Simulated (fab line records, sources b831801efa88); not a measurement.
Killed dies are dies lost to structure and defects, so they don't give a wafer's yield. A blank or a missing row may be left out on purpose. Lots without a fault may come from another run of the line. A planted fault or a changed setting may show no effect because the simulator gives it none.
fab line records | flow sky130
record lots=6 wafers=18 last_day=50
route steps=708 shown FIELD_ISO@1
lots that met no fault: from a run of the same line without faults
start_h: hours from the record's first day to the start of the lot's first wafer shown | wait_h: hours since the lot's step before | " the same as in the row above | L1.1+2: a row that stands for several wafers | - no value, or no start given | * or withheld: withheld | < > ~ a bound
route shown NAME@n: a module of which the file shows steps, and the number in the route of the first | usual: mean/standard deviation of fault-free wafers | same: alike in all rows | chamber/n: place in a boat | sites: the reading at each site | _std_site: their standard deviation | _edge_site: outer sites' mean less inner sites' | radius_mm: how far each site lies from the wafer's centre | mask NAME#n: copy n | behind: the tool/chamber that last shaped the wafer | hold: why the lot was held/for how many hours/how that ended | device: the transistor (n, p or np) that didn't switch | end of line: the same wafers' tests at the end of the route | a step without rows: its recipe alone | killed: dies lost to structure and defects at the first sort, not the wafer's yield | map: a wafer's dies, x killed, . not, _ none there
set.NAME: the setting as run; set.NAME@STEP: as run at that earlier step | model.NAME: the simulator's own value behind a step, which no gauge read
lots at some steps of the route; a table a step, a row a wafer
services: from which hour (start_h, from the record's first day; less than 0 if before it) a tool's chamber was out of use, for how many hours, and why
## steps
# step SKY_FIELD_ISO_BOW_MEAS_00
# recipe mode=bow
# usual INCOMING_BOW=0/6.3
# columns lot.wafer tool chamber start_h wait_h INCOMING_BOW[um]
L694.1 film_metro-03 - 50.00 - 3
L694.3 " - " " -11
L694.6 " - " " 1
L695.1 film_metro-04 - 55.00 - -3
L695.2 " - " " -2
L695.3 " - " " 0
L700.2 film_metro-04 - 80.02 - -2
L700.3 " - " " -4
L700.4 " - " " 1
L701.2 film_metro-04 - 85.02 - 14
L701.3 " - " " 7
L701.6 " - " " 2
L707.2 film_metro-03 - 115.02 - 0
L707.3 " - " " -1
L707.4 " - " " 11
L708.1 film_metro-03 - 120.00 - 2
L708.4 " - " " -2
L708.5 " - " " -1
# step SKY_FIELD_ISO_OXIDATION_01
# recipe temp_c=900 ambient=O2 stabilise_s=600 purge_s=300 target_thk_a=120 ox_time_s=1843
# step SKY_FIELD_ISO_THK_MEAS_02
# recipe reads=SiO2_of_FIELD_ISO_OXIDATION_01
# usual FIELD_ISO_OXIDATION_00_THK=12.12/0.25
# columns lot.wafer tool chamber start_h wait_h FIELD_ISO_OXIDATION_00_THK[nm]
L694.1 film_metro-04 - 53.53 0.0 12.29
L694.3 " - " " 12.35
L694.6 " - " " 12.38
L695.1 film_metro-04 - 59.25 0.0 11.75
L695.2 " - " " 11.75
L695.3 " - " " 11.92
L700.2 film_metro-04 - 81.64 0.0 11.72
L700.3 " - " " 12.22
L700.4 " - " " 11.95
L701.2 film_metro-04 - 86.64 0.0 11.75
L701.3 " - " " 11.84
L701.6 " - " " 11.79
L707.2 film_metro-02 - 116.64 0.0 11.71
L707.3 " - " " 11.98
L707.4 " - " " 11.96
L708.1 film_metro-04 - 122.19 0.0 12.15
L708.4 " - " " 11.84
L708.5 " - " " 12.25
# step SKY_FIELD_ISO_CVD_03
# recipe material=Si3N4 precursor=DCS/NH3 target_thk_nm=165 temp_c=770 time_s=2830 pressure_mtorr=250
# step SKY_FIELD_ISO_THK_MEAS_04
# recipe reads=Si3N4_of_FIELD_ISO_CVD_03
# usual FIELD_ISO_CVD_03_THK=164.7/1.5
# columns lot.wafer tool chamber start_h wait_h FIELD_ISO_CVD_03_THK[nm]
L694.1 film_metro-04 - 55.37 0.0 162.9
L694.3 " - " " 161.7
L694.6 " - " " 163.2
L695.1 film_metro-03 - 61.09 0.0 163.8
L695.2 " - " " 164.8
L695.3 " - " " 162.8
L700.2 film_metro-04 - 83.49 0.0 166.8
L700.3 " - " " 166.0
L700.4 " - " " 166.3
L701.2 film_metro-04 - 88.49 0.0 166.9
L701.3 " - " " 167.7
L701.6 " - " " 166.4
L707.2 film_metro-03 - 119.18 0.0 162.8
L707.3 " - " " 164.4
L707.4 " - " " 163.4
L708.1 film_metro-04 - 124.04 0.0 164.9
L708.4 " - " " 163.6
L708.5 " - " " 164.6
# step SKY_FIELD_ISO_DEHYDRATE_05
# recipe temp_c=200 time_s=60
# step SKY_FIELD_ISO_HMDS_06
# recipe prime_time_s=60 prime_temp_c=120
# step SKY_FIELD_ISO_COAT_07
# recipe resist=BARC temp_c=withheld time_s=withheld spin_rpm=3000 resist_thk_nm=60
# step SKY_FIELD_ISO_COAT_08
# recipe resist=KrF-thick spin_rpm=3000 resist_thk_nm=450
# step SKY_FIELD_ISO_SOFTBAKE_09
# recipe temp_c=100 time_s=90 resist=KrF-thick
# step SKY_FIELD_ISO_EXPOSE_10
# recipe mask_id=FOM na=0.68 source_shape=annular sigma_inner=0.4 sigma_outer=0.8 target_cd_nm=150 dose_mj=28
# usual exposure_dose_mJ_cm2=28.05/0.16 focus_offset_nm=0.0/0.53 reticle_temp_C=22.98/0.12 sigma_outer=0.8/0
# columns lot.wafer tool chamber start_h wait_h mask exposure_dose_mJ_cm2 focus_offset_nm reticle_temp_C sigma_outer
L694.1 krf_scanner-02 0 63.63 - FOM#0 27.96 0.6 23.00 0.8
L694.3 " 0 " " FOM#0 27.99 -0.3 23.10 0.8
L694.6 " 0 " " FOM#0 28.00 -0.9 22.97 0.8
L695.1 krf_scanner-01 0 68.90 - FOM#0 28.00 -0.1 23.10 0.8
L695.2 " 0 " " FOM#0 28.01 -0.4 22.91 0.8
L695.3 " 0 " " FOM#0 27.96 0.1 22.94 0.8
L700.2 krf_scanner-01 - 91.94 - FOM#0 - - - -
L700.3 " - " " FOM#0 - - - -
L700.4 " - " " FOM#0 - - - -
L701.2 krf_scanner-02 - 97.44 - FOM#0 - - - -
L701.3 " - " " FOM#0 - - - -
L701.6 " - " " FOM#0 - - - -
L707.2 krf_scanner-01 0 129.16 - FOM#0 28.01 -0.7 22.79 0.8
L707.3 " 0 " " FOM#0 28.00 -0.1 22.92 0.8
L707.4 " 0 " " FOM#0 28.02 -0.5 22.79 0.8
L708.1 krf_scanner-02 0 133.95 - FOM#0 28.42 -0.2 22.97 0.8
L708.4 " 0 " " FOM#0 28.40 -0.5 22.90 0.8
L708.5 " 0 " " FOM#0 28.44 -0.4 22.95 0.8
# step SKY_FIELD_ISO_PEB_11
# recipe peb_temp_c=withheld peb_time_s=withheld resist=KrF-thick
## services
# columns tool chamber start_h hours kind
krf_scanner-01 - 46.87 1.3 pm
krf_scanner-01 - 76.13 0.8 pm
krf_scanner-02 0 78.10 - calibration
krf_scanner-02 - 87.68 0.8 pm
krf_scanner-01 - 94.40 1.0 pm
krf_scanner-02 - 106.47 0.2 repair
krf_scanner-01 - 114.50 4.0 pm
krf_scanner-02 - 118.11 - calibration
krf_scanner-02 - 119.56 3.6 pm
krf_scanner-02 - 124.65 5.8 repair
## key
first_sign step=SKY_FIELD_ISO_EXPOSE_10 reading=tool_record direction=missing
effect none on later readings
met_at SKY_FIELD_ISO_EXPOSE_10
struck_wafers L700.2,L700.3,L700.4,L701.2,L701.3,L701.6
later_rows_left_out L700.2,L700.3,L700.4,L701.2,L701.3,L701.6
sort_left_out L700.2,L700.3,L700.4,L701.2,L701.3,L701.6
tester_left_out L700,L701
onset_between 68.90 91.94
fault kind=skipped_step_whole tool=krf_scanner-01,krf_scanner-02 chamber=- onset_h=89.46 steps=SKY_FIELD_ISO_EXPOSE_10 scope=struck_lots_only
# tester_left_out: of these lots the tester's yield and bins aren't shown, on N5 and GAA mostly nor the transistor test; their killed dies are dies lost to structure and defects alone, not to doping, threshold or leakage, so they don't give the yield
# sort_left_out: the simulated sort isn't trusted on such a fault, so these wafers' sort isn't shown, and their yield isn't known
# later_rows_left_out: the simulator's readings of these wafers behind a module that went badly wrong aren't trusted and aren't shown, but for the sort
